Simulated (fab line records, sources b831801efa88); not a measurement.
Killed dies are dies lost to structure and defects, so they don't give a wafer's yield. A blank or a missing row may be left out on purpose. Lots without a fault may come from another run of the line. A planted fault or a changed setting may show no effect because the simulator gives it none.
A struck lot beside a sound one | flow gf180mcu | 14 steps out of a route of 602
Sound: wafers L861.4, L861.5, L861.6. Struck: wafers L855.1, L855.5, L855.6. The cause comes at the end.
At each step with rows: each side's tool, then ch and its chambers, then its first start. Under that, the readings that differ: sound wafers | struck wafers | difference of the means | sigmas: that difference in standard deviations of wafers without a fault.
alike: readings whose means differ by less than 2 such deviations, and words and numbers that are the same on both sides. not compared: withheld readings, readings that some wafer has no value for, bounds like >300 that may hide the same value, and numbers for which the record gives no deviation and whose values overlap.
The two part at a step that has a row with sigmas, a row that says differs or no value, or rows on one side only. Numbers that don't overlap but have no deviation are shown without sigmas and don't part them. A reading that every wafer of one side lacks parts them only if that side has two wafers or more.

first, 3 steps without rows for these wafers: GF_MVPSD_EXPOSE_04 (exposes mask MVPSD, target cd 1000 nm); GF_MVPSD_PEB_05; GF_MVPSD_DEVELOP_06 (develop time 60 s).
GF_MVPSD_OVL_MEAS_07:
  sound on overlay-02, day 6 23:08; struck on overlay-01, day 5 14:04
  alike: MVPSD_OVL
then, 2 steps without rows for these wafers: GF_MVPSD_IMPLANT_08; GF_MVPSD_IMPLANT_09.
GF_MVPSD_STRIP_10: strips in O2/N2.
  sound on plasma_asher-02 ch 0,1, day 6 23:29; struck on plasma_asher-03 ch 0,1, day 5 14:24
  alike: drypump_motor_current_A, heater_power_w, oes_product_au, strip_time_to_endpoint_s
  not compared: rf_hours_counter_h
GF_MVPSD_TW_MEAS_11:
  sound on film_metro-01, day 6 23:35; struck on film_metro-02, day 5 14:30
  alike: MVPSD_TW
then, 4 steps without rows for these wafers: GF_VT_IMPLANT_DEHYDRATE_00 (time 60 s); GF_VT_IMPLANT_HMDS_01 (prime time 60 s); GF_VT_IMPLANT_COAT_02 (resist thk 1000 nm); GF_VT_IMPLANT_SOFTBAKE_03 (time 60 s).
GF_VT_IMPLANT_EXPOSE_04: exposes mask LVPWELL LV AREA, target cd 600 nm.
  sound on iline_stepper-01 ch 0, day 7 08:07; struck on iline_stepper-02, day 5 21:49
  no value came back on the struck wafers for exposure_dose_mJ_cm2, focus_offset_nm (nm); on the sound wafers exposure_dose_mJ_cm2 reads 140.10 139.96 139.93
  alike: mask
then, 1 step without rows for these wafers: GF_VT_IMPLANT_PEB_05.

WHERE THEY PART
Only at GF_VT_IMPLANT_EXPOSE_04, within this record.

WHY: what the simulator had put in
Skipped step whole: iline_stepper-02, from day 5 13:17 on, at GF_VT_IMPLANT_EXPOSE_04. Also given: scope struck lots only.
